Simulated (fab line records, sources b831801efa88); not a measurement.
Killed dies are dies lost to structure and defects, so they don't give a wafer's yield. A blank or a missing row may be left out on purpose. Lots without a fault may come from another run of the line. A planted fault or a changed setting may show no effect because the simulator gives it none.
One fault seen from 2 desks | flow gf180mcu | each desk has only its own numbers; what lay behind them comes last

THE TOOL OWNER'S DESK: rie_metal-01
The tool's own readings at GF_M3_METAL_ETCH_16 (etches the open film in Cl2/BCl3, stops on SiO2, target depth 750.8 nm, time 125.1 s): means of the sampled wafers that have a number, for each lot that ran on this tool. A lot is out of limits, marked OUT, if its mean lies more than 4 standard deviations from the usual mean; the brackets give that distance.
Columns: A = bcl3_flow_sccm at GF_M3_METAL_ETCH_16, usual 40.02 sccm; B = drypump_motor_current_A at GF_M3_METAL_ETCH_16, usual 5.7 A; C = oes_product_au at GF_M3_METAL_ETCH_16, usual 0.988 a.u.; D = rf_fwd_power_W at GF_M3_METAL_ETCH_16, usual 796.7 W; E = throttle_valve_pct at GF_M3_METAL_ETCH_16, usual 28.232 %
lot  | first seen here | A     | B   | C     | D     | E
L544 | day 21 13:53    | 39.91 | 5.7 | 0.983 | 800.1 | 28.238
L545 | day 22 03:26    | 40.00 | 5.6 | 0.988 | 797.4 | 28.229
L549 | day 23 10:26    | 39.96 | 5.5 | 0.992 | 798.2 | 28.228
L552 | day 24 06:56    | 40.02 | 5.8 | 0.988 | 795.9 | 28.230
L562 | day 27 08:17    | 40.04 | 5.7 | 0.989 | 799.0 | 28.232
L565 | day 28 03:11    | 40.00 | 5.7 | 0.986 | 798.1 | 28.240
L567 | day 28 08:18    | 39.95 | 5.7 | 0.989 | 798.4 | 28.235
This desk's finding: nothing out of limits on any of the 7 lots.

THE METROLOGY DESK
What the gauges read, lot by lot, whatever tool the lot ran on: means of the sampled wafers that have a number. A lot is out of limits, marked OUT, if its mean lies more than 4 standard deviations from the usual mean; the brackets give that distance.
Columns: A = V5_CVD_00_THK at GF_V5_THK_MEAS_01, usual 300 nm; B = V5_BOW at GF_V5_BOW_MEAS_05, usual 136 um
lot  | first seen here | A   | B
L544 | day 26 12:39    | 300 | 138
L545 | day 26 23:43    | 299 | 132
L547 | day 27 21:23    | 299 | 155
L549 | day 28 02:59    | 298 | 144
L552 | day 28 21:17    | 299 | 135
L558 | day 30 15:32    | 303 | 135
L560 | day 31 08:05    | 297 | 129
L561 | day 31 13:39    | 300 | 139
L562 | day 31 14:23    | 299 | 136
L565 | day 32 06:28    | 302 | 123
L566 | day 32 10:16    | 304 | 146
L567 | day 32 10:50    | 299 | 122
This desk's finding: nothing out of limits on any of the 12 lots.

PUT TOGETHER
The tool owner's desk saw nothing out of limits.
The metrology desk saw nothing out of limits.

WHAT THE SIMULATOR HAD PUT IN
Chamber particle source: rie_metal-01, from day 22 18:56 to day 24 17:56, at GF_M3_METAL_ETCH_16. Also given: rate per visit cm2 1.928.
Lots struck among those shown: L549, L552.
